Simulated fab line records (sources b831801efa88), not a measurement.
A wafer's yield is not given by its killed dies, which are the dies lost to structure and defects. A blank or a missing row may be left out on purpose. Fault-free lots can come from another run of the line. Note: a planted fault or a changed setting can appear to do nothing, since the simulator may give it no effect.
What tool caused it? || flow gf180mcu || 45 wafers from 15 lots sampled at 4 of the route's 602 steps

== WHAT THE GAUGES READ, wafer by wafer ==
GF_HV_LDD_OVL_MEAS_47.
{"lot": "L606", "measured": "day 12 16:26", "on": "overlay-02", "HV_LDD_03_OVL (nm)": "-2.4 -1.4 -3.3"}
{"lot": "L607", "measured": "day 13 01:39", "on": "overlay-01", "HV_LDD_03_OVL (nm)": "0.8 0.3 1.3"}
{"lot": "L608", "measured": "day 13 12:58", "on": "overlay-02", "HV_LDD_03_OVL (nm)": "0.3 -1.3 -0.3"}
{"lot": "L609", "measured": "day 13 19:22", "on": "overlay-02", "HV_LDD_03_OVL (nm)": "-2.2 -2.9 -0.6"}
{"lot": "L611", "measured": "day 14 13:20", "on": "overlay-01", "HV_LDD_03_OVL (nm)": "1.1 -1.7 1.6"}
{"lot": "L613", "measured": "day 15 07:43", "on": "overlay-01", "HV_LDD_03_OVL (nm)": "0.6 -0.2 -1.7"}
{"lot": "L614", "measured": "day 15 16:41", "on": "overlay-02", "HV_LDD_03_OVL (nm)": "-0.4 1.0 -1.7"}
{"lot": "L615", "measured": "day 15 23:52", "on": "overlay-01", "HV_LDD_03_OVL (nm)": "-1.7 0.7 2.5"}
{"lot": "L616", "measured": "day 16 04:04", "on": "overlay-01", "HV_LDD_03_OVL (nm)": "1.6 -0.9 -2.1"}
{"lot": "L617", "measured": "day 16 13:58", "on": "overlay-02", "HV_LDD_03_OVL (nm)": "-0.1 -0.3 -0.2"}
{"lot": "L623", "measured": "day 18 07:37", "on": "overlay-01", "HV_LDD_03_OVL (nm)": "-1.1 -1.6 -0.9"}
{"lot": "L625", "measured": "day 19 06:56", "on": "overlay-02", "HV_LDD_03_OVL (nm)": "-3.3 -2.6 -2.9"}
{"lot": "L626", "measured": "day 19 13:13", "on": "overlay-01", "HV_LDD_03_OVL (nm)": "0.1 -1.4 -1.3"}
{"lot": "L627", "measured": "day 19 16:55", "on": "overlay-01", "HV_LDD_03_OVL (nm)": "-0.2 1.0 -1.3"}
{"lot": "L628", "measured": "day 20 02:20", "on": "overlay-01", "HV_LDD_03_OVL (nm)": "1.6 1.8 1.8"}

GF_SAB_OVL_MEAS_10.
{"lot": "L606", "measured": "day 15 10:26", "on": "overlay-01", "SAB_OVL (nm)": "1.0 0.8 0.0"}
{"lot": "L607", "measured": "day 15 20:56", "on": "overlay-02", "SAB_OVL (nm)": "-1.9 0.6 -1.2"}
{"lot": "L608", "measured": "day 16 09:14", "on": "overlay-01", "SAB_OVL (nm)": "-1.9 -2.2 -2.7"}
{"lot": "L609", "measured": "day 16 16:07", "on": "overlay-01", "SAB_OVL (nm)": "0.9 1.7 1.0"}
{"lot": "L611", "measured": "day 17 10:35", "on": "overlay-01", "SAB_OVL (nm)": "-1.0 -1.8 -2.7"}
{"lot": "L613", "measured": "day 18 06:55", "on": "overlay-01", "SAB_OVL (nm)": "-1.6 -1.9 -1.1"}
{"lot": "L614", "measured": "day 18 18:25", "on": "overlay-01", "SAB_OVL (nm)": "- - -"}
{"lot": "L615", "measured": "day 19 04:14", "on": "overlay-01", "SAB_OVL (nm)": "- - -"}
{"lot": "L616", "measured": "day 19 05:28", "on": "overlay-01", "SAB_OVL (nm)": "- - -"}
{"lot": "L617", "measured": "day 19 15:43", "on": "overlay-01", "SAB_OVL (nm)": "0.0 0.0 -1.7"}
{"lot": "L623", "measured": "day 21 13:26", "on": "overlay-01", "SAB_OVL (nm)": "0.9 0.9 0.0"}
{"lot": "L625", "measured": "day 22 10:56", "on": "overlay-01", "SAB_OVL (nm)": "0.1 0.0 0.6"}
{"lot": "L626", "measured": "day 22 16:02", "on": "overlay-01", "SAB_OVL (nm)": "-2.6 -1.8 -1.7"}
{"lot": "L627", "measured": "day 22 20:14", "on": "overlay-02", "SAB_OVL (nm)": "0.4 1.2 -0.9"}
{"lot": "L628", "measured": "day 23 05:32", "on": "overlay-01", "SAB_OVL (nm)": "-0.1 -0.4 -0.7"}

== TOOL THAT RAN EACH LOT (tool first, then ch and the chambers of the sampled wafers, then the start) ==
{"lot": "L606", "GF_HV_LDD_RTA_52": "rtp anneal-02 ch 0, day 12 16:50", "GF_SAB_EXPOSE_06": "iline stepper-02 ch 0, day 14 23:41"}
{"lot": "L607", "GF_HV_LDD_RTA_52": "rtp anneal-02 ch 0, day 13 02:03", "GF_SAB_EXPOSE_06": "iline stepper-01 ch 0, day 15 10:10"}
{"lot": "L608", "GF_HV_LDD_RTA_52": "rtp anneal-01 ch 0, day 13 13:22", "GF_SAB_EXPOSE_06": "iline stepper-01 ch 0, day 15 22:12"}
{"lot": "L609", "GF_HV_LDD_RTA_52": "rtp anneal-02 ch 0, day 13 19:50", "GF_SAB_EXPOSE_06": "iline stepper-02 ch 0, day 16 04:26"}
{"lot": "L611", "GF_HV_LDD_RTA_52": "rtp anneal-01 ch 0, day 14 13:44", "GF_SAB_EXPOSE_06": "iline stepper-01 ch 0, day 16 23:24"}
{"lot": "L613", "GF_HV_LDD_RTA_52": "rtp anneal-01 ch 0, day 15 08:07", "GF_SAB_EXPOSE_06": "iline stepper-01 ch 0, day 17 19:23"}
{"lot": "L614", "GF_HV_LDD_RTA_52": "rtp anneal-02 ch 0, day 15 17:05", "GF_SAB_EXPOSE_06": "iline stepper-01, day 18 06:30"}
{"lot": "L615", "GF_HV_LDD_RTA_52": "rtp anneal-02 ch 0, day 16 00:16", "GF_SAB_EXPOSE_06": "iline stepper-02, day 18 15:56"}
{"lot": "L616", "GF_HV_LDD_RTA_52": "rtp anneal-02 ch 0, day 16 04:28", "GF_SAB_EXPOSE_06": "iline stepper-02, day 18 17:30"}
{"lot": "L617", "GF_HV_LDD_RTA_52": "rtp anneal-02 ch 0, day 16 14:22", "GF_SAB_EXPOSE_06": "iline stepper-01 ch 0, day 19 03:40"}
{"lot": "L623", "GF_HV_LDD_RTA_52": "rtp anneal-01 ch 0, day 18 08:04", "GF_SAB_EXPOSE_06": "iline stepper-01 ch 0, day 21 01:37"}
{"lot": "L625", "GF_HV_LDD_RTA_52": "rtp anneal-02 ch 0, day 19 07:20", "GF_SAB_EXPOSE_06": "iline stepper-01 ch 0, day 21 23:44"}
{"lot": "L626", "GF_HV_LDD_RTA_52": "rtp anneal-01 ch 0, day 19 13:38", "GF_SAB_EXPOSE_06": "iline stepper-01 ch 0, day 22 04:55"}
{"lot": "L627", "GF_HV_LDD_RTA_52": "rtp anneal-01 ch 0, day 19 17:19", "GF_SAB_EXPOSE_06": "iline stepper-01 ch 0, day 22 08:40"}
{"lot": "L628", "GF_HV_LDD_RTA_52": "rtp anneal-01 ch 0, day 20 02:44", "GF_SAB_EXPOSE_06": "iline stepper-01 ch 0, day 22 18:10"}
- GF_HV_LDD_RTA_52: time 10 s.
- GF_SAB_EXPOSE_06: exposes mask SAB, target cd 420 nm.

== AS READ BY THE TOOLS THEMSELVES (means over the sampled wafers that have a number; for cases with no such wafer, the mark the record gives instead) ==
GF_HV_LDD_RTA_52.
{"lot": "L606", "tool": "rtp anneal-02", "lamp power pct (%)": 34.1, "wafer_temp_C_max": 1004.0}
{"lot": "L607", "tool": "rtp anneal-02", "lamp power pct (%)": 34.1, "wafer_temp_C_max": 1004.6}
{"lot": "L608", "tool": "rtp anneal-01", "lamp power pct (%)": 29.3, "wafer_temp_C_max": 1005.8}
{"lot": "L609", "tool": "rtp anneal-02", "lamp power pct (%)": 34.1, "wafer_temp_C_max": 1004.5}
{"lot": "L611", "tool": "rtp anneal-01", "lamp power pct (%)": 29.3, "wafer_temp_C_max": 1006.2}
{"lot": "L613", "tool": "rtp anneal-01", "lamp power pct (%)": 29.3, "wafer_temp_C_max": 1006.2}
{"lot": "L614", "tool": "rtp anneal-02", "lamp power pct (%)": 34.1, "wafer_temp_C_max": 1004.4}
{"lot": "L615", "tool": "rtp anneal-02", "lamp power pct (%)": 34.1, "wafer_temp_C_max": 1004.8}
{"lot": "L616", "tool": "rtp anneal-02", "lamp power pct (%)": 34.1, "wafer_temp_C_max": 1004.1}
{"lot": "L617", "tool": "rtp anneal-02", "lamp power pct (%)": 34.1, "wafer_temp_C_max": 1004.5}
{"lot": "L623", "tool": "rtp anneal-01", "lamp power pct (%)": 29.3, "wafer_temp_C_max": 1006.1}
{"lot": "L625", "tool": "rtp anneal-02", "lamp power pct (%)": 34.1, "wafer_temp_C_max": 1005.4}
{"lot": "L626", "tool": "rtp anneal-01", "lamp power pct (%)": 29.3, "wafer_temp_C_max": 1005.7}
{"lot": "L627", "tool": "rtp anneal-01", "lamp power pct (%)": 29.3, "wafer_temp_C_max": 1007.5}
{"lot": "L628", "tool": "rtp anneal-01", "lamp power pct (%)": 29.3, "wafer_temp_C_max": 1005.7}

GF_SAB_EXPOSE_06.
{"lot": "L606", "tool": "iline stepper-02", "exposure dose mJ cm2": 139.85, "focus offset nm (nm)": -0.2}
{"lot": "L607", "tool": "iline stepper-01", "exposure dose mJ cm2": 139.90, "focus offset nm (nm)": 0.3}
{"lot": "L608", "tool": "iline stepper-01", "exposure dose mJ cm2": 139.92, "focus offset nm (nm)": -0.2}
{"lot": "L609", "tool": "iline stepper-02", "exposure dose mJ cm2": 139.86, "focus offset nm (nm)": 0.3}
{"lot": "L611", "tool": "iline stepper-01", "exposure dose mJ cm2": 139.90, "focus offset nm (nm)": -0.1}
{"lot": "L613", "tool": "iline stepper-01", "exposure dose mJ cm2": 140.01, "focus offset nm (nm)": 0.0}
{"lot": "L614", "tool": "iline stepper-01", "exposure dose mJ cm2": "-", "focus offset nm (nm)": "-"}
{"lot": "L615", "tool": "iline stepper-02", "exposure dose mJ cm2": "-", "focus offset nm (nm)": "-"}
{"lot": "L616", "tool": "iline stepper-02", "exposure dose mJ cm2": "-", "focus offset nm (nm)": "-"}
{"lot": "L617", "tool": "iline stepper-01", "exposure dose mJ cm2": 139.96, "focus offset nm (nm)": -0.9}
{"lot": "L623", "tool": "iline stepper-01", "exposure dose mJ cm2": 139.83, "focus offset nm (nm)": -0.1}
{"lot": "L625", "tool": "iline stepper-01", "exposure dose mJ cm2": 140.00, "focus offset nm (nm)": 0.3}
{"lot": "L626", "tool": "iline stepper-01", "exposure dose mJ cm2": 140.14, "focus offset nm (nm)": 0.4}
{"lot": "L627", "tool": "iline stepper-01", "exposure dose mJ cm2": 139.92, "focus offset nm (nm)": -0.4}
{"lot": "L628", "tool": "iline stepper-01", "exposure dose mJ cm2": 140.08, "focus offset nm (nm)": -0.0}

== THE ANSWER, worked out from the rows above alone ==
Rule: what is usual is taken from the lots themselves. Put in order of their means at a reading, lots are off if they are a third of the lots or fewer, leave a main group of 4 or more, and stand apart from it by a gap of 3 or more times the standard deviation of the main group's means; of several such gaps the widest counts. Not used: any main group whose means are identical at the precision the tables above print for the reading. Also off: a lot with no number at a reading for which 4 or more lots have one. Where the step has rows for the other lots, those lots are counted as sound. First the gauges in route order, then the tools' own readings, where a lot's mean is used as printed above. The first step at which some lot is off is used, and at that step the reading that is off furthest; a lot without a number counts as furthest.
Off: at GF_SAB_OVL_MEAS_10 (SAB_OVL), L614, L615, L616. Without a number there: L614, L615, L616. The main group: mean -0.6 nm, standard deviation 1.1.
A tool fits if, at a process step before that reading, it ran every lot that is off, and no sound lot after the first of them. The gauges at GF_SAB_OVL_MEAS_10 aren't tried: what is off there is off at GF_SAB_EXPOSE_06 too, on other tools, and a gauge's error can't cause that. No candidate that was tried fits.

== WHAT THE SIMULATOR HAD PUT IN ==
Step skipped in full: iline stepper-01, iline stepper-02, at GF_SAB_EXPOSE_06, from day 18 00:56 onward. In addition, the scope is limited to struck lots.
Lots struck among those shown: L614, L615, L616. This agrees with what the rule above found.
